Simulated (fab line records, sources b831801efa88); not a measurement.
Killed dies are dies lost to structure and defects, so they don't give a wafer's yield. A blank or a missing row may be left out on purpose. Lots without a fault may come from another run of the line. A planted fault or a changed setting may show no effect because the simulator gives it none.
Chamber matching | flow gf180mcu | GF_V1_CMP_26 on cmp-02: 4 sister chambers
The step polishes, stops on SiO2, t overpolish 15 s, target thk 0 nm. 18 wafers are shown with their chamber, then 8 later ones without.

WAFERS WITH THEIR CHAMBER
wafer  | chamber | motor_current_A (A) | time_to_endpoint_s (s)
L913.1 | 1       | 12.2                | 89
L913.3 | 0       | 11.0                | 93
L913.6 | 0       | 10.9                | 88
L914.2 | 1       | 12.9                | 85
L914.4 | 2       | 12.9                | 87
L914.5 | 0       | 10.7                | 84
L915.1 | 0       | 10.9                | 82
L915.3 | 3       | 9.7                 | 77
L915.5 | 2       | 13.9                | 87
L916.2 | 0       | 10.8                | 85
L916.4 | 2       | 13.4                | 87
L916.5 | 0       | 10.9                | 84
L918.3 | 1       | 12.6                | 82
L918.5 | 1       | 12.4                | 86
L918.6 | 0       | 11.6                | 86
L920.1 | 1       | 11.9                | 88
L920.3 | 2       | 13.6                | 86
L920.5 | 0       | 10.7                | 90

SIGNATURES (means of the wafers above)
reading            | chamber 0 | chamber 1 | chamber 2 | chamber 3 | scatter within a chamber
motor_current_A    | 10.938    | 12.400    | 13.450    | 9.700     | 0.347
time_to_endpoint_s | 86.50     | 86.00     | 86.75     | 77.00     | 2.96
Rule: a wafer's distance from a chamber is the root of the sum, over the readings, of the square of ((its reading less the chamber's mean) divided by the reading's scatter). The wafer belongs to the nearest chamber; if the next one is less than 2 further off, it can't be placed. The scatter: the root of (the sum of the squares of (reading less its chamber's mean) over the shown wafers, divided by (wafers less chambers)).

WAFERS WITHOUT THEIR CHAMBER
wafer  | motor_current_A (A) | time_to_endpoint_s (s)
L925.1 | 12.5                | 84
L925.5 | 12.4                | 83
L925.6 | 11.0                | 82
L929.1 | 11.0                | 87
L929.2 | 14.2                | 89
L929.3 | 12.4                | 84
L933.5 | 11.4                | 89
L933.6 | 10.2                | 81

WHICH CHAMBER EACH WENT THROUGH
wafer  | from the rows above     | in truth
L925.1 | 1                       | 1
L925.5 | 1                       | 1
L925.6 | 0                       | 0
L929.1 | 0                       | 0
L929.2 | 2                       | 2
L929.3 | 1                       | 1
L933.5 | can't be placed: 0 or 1 | 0
L933.6 | can't be placed: 3 or 0 | 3
Placed correctly: 6 of 8. Can't be placed from these rows: 2 (the true chamber is among the candidates in 2). Placed wrongly: 0.
